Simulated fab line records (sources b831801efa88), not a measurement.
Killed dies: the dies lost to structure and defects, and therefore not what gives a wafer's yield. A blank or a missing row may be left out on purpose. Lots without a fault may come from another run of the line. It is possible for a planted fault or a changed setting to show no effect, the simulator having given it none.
Problem report in the 8D (eight disciplines) form, filled by code	flow sfqLine	the parts of the form that need people (team, actions taken, sign-off) are left out

1. PROBLEM STATEMENT
At SFQ_TRILAYER_JJ_CE_LITHO_EXPOSE_115, exposureDoseMJCm2 averages 14.722 over 12 wafers from 4 lots, while fault-free wafers read 14.398, standard deviation 0.013. That puts it +25 standard deviations away from the usual mean.
The step: exposes mask J5, target cd 700 nm.
Earliest sighting: wafer L739.1 on krfScanner-01 at day 65 13:04. At this step, 48 wafers from 16 lots have a number in the record. Rule for "out" (also "out of limits"): further than 4 standard deviations from the usual mean. The other wafers with a number count as sound.

2. WHAT IT IS, WHAT IT ISN'T
question	is	is not
which readings at this step	exposureDoseMJCm2	-
which lots	L739, L740, L741, L742	L726, L728, L729, L730, L731, L732, L733, L734, L735, L736, L748, L749
which wafers of those lots	all that have a number	-
read on which tools	krfScanner-01	krfScanner-02
when	from day 65 13:04	up to then (30 sound wafers); but 6 sound wafers of L748, L749 came after

3. THE SUSPECTS, EACH WITH WHAT RULES IT OUT
Counting: a tool stays on the suspect list if, at a process step up to the reading, it processed all lots that are out and no sound lot following the first of them.
- krfScanner-01 at SFQ_TRILAYER_JJ_CE_LITHO_EXPOSE_115 (exposes mask J5, target cd 700 nm): kept. It processed each lot that is out, first L739 at day 65 13:04, and no sound lot thereafter; up to then, the last sound lot it processed was L736 at day 59 23:43. On those wafers its own readings are out: exposureDoseMJCm2.
After counting, what remains is krfScanner-01 at SFQ_TRILAYER_JJ_CE_LITHO_EXPOSE_115.

4. THE CAUSE (what the simulator had put in)
Drift in process parameters on krfScanner-01 at SFQ_TRILAYER_JJ_CE_LITHO_EXPOSE_115, starting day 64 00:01. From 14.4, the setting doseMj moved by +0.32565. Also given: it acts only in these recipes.
Only this tool survived the counting.

5. THE CHAIN OF EFFECTS, in route order
Rows list readings where the struck wafers' mean (over those with a number) sits beyond 3 standard deviations from the usual. Only readings whose record carries a usual standard deviation are examined. hours: median over the lots of the time between each lot's start at the first step of this table that gives one and its start at this step. sigmas: the change, counted in usual standard deviations.
hours	step	reading	usual	on struck wafers	change	sigmas
0	SFQ_TRILAYER_JJ_CE_LITHO_EXPOSE_115	exposureDoseMJCm2	14.398	14.722	+0.324	+25
Process steps it contains:
- SFQ_TRILAYER_JJ_CE_LITHO_EXPOSE_115: exposes mask J5, target cd 700 nm.

6. WHAT WOULD HAVE CAUGHT IT SOONER
37 hours passed between the start of the fault at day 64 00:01 and the first reading out of limits in this record, taken at day 65 13:04.
